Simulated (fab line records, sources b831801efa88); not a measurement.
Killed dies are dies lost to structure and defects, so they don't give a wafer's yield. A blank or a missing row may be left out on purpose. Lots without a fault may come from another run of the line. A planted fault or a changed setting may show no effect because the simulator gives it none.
Which tool did it? | flow gf180mcu | 7 lots, 21 wafers sampled, at 2 steps of a route of 602

WHAT THE GAUGES READ, wafer by wafer
GF_SAB_THK_MEAS_01.
lot  | measured     | on            | SAB_CVD_00_THK (nm)
L268 | day 14 14:36 | film_metro-03 | 49.6 49.2 50.3
L270 | day 15 11:44 | film_metro-02 | 49.4 49.8 50.0
L272 | day 16 04:25 | film_metro-02 | 49.1 49.8 50.2
L273 | day 16 22:52 | film_metro-01 | 49.5 50.3 49.5
L280 | day 20 05:28 | film_metro-03 | 49.5 50.5 49.8
L284 | day 20 18:32 | film_metro-02 | 42.9 43.2 43.4
L289 | day 22 04:40 | film_metro-02 | 48.8 50.0 49.7

WHICH TOOL RAN EACH LOT (tool, then ch and the chambers of the sampled wafers, then the start)
lot  | GF_SAB_CVD_00
L268 | pecvd-03 ch 0,2, day 14 14:34
L270 | pecvd-03 ch 0,1,2, day 15 11:43
L272 | pecvd-03 ch 0,1,2, day 16 04:23
L273 | pecvd-03 ch 0,2, day 16 22:50
L280 | pecvd-01 ch 0,1,2, day 20 05:25
L284 | pecvd-02 ch 1,2, day 20 18:31
L289 | pecvd-03 ch 1,2, day 22 04:37
- GF_SAB_CVD_00: deposits SiO2 from TEOS, target thk 50 nm, time 4.9302 s.

THE ANSWER, worked out from the rows above alone
Rule: what is usual is taken from the lots themselves. Put in order of their means at a reading, lots are off if they are a third of the lots or fewer, leave a main group of 4 or more, and stand apart from it by a gap of 3 or more times the standard deviation of the main group's means; of several such gaps the widest counts. A main group whose means are all the same, to the digits that the tables above print for the reading, isn't used. A lot without any number at a reading at which 4 lots or more have one is off too. The other lots that the step has rows for count as sound.
Off: L284, at GF_SAB_THK_MEAS_01 (SAB_CVD_00_THK). The main group: mean 49.7 nm, standard deviation 0.13.
A tool fits if, at a process step before that reading, it ran every lot that is off, and no sound lot after the first of them. The gauges at GF_SAB_THK_MEAS_01 are tried like those tools. One fits: pecvd-02 at GF_SAB_CVD_00. It ran no sound lot before its first lot that is off in this sample, so the start can't be narrowed down.

WHAT THE SIMULATOR HAD PUT IN
Site profile drift: pecvd-02, from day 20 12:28 on, at GF_SAB_CVD_00. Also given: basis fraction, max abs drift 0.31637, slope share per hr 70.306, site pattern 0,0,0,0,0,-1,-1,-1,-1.
Lots struck among those shown: L284. The rule above found the same.
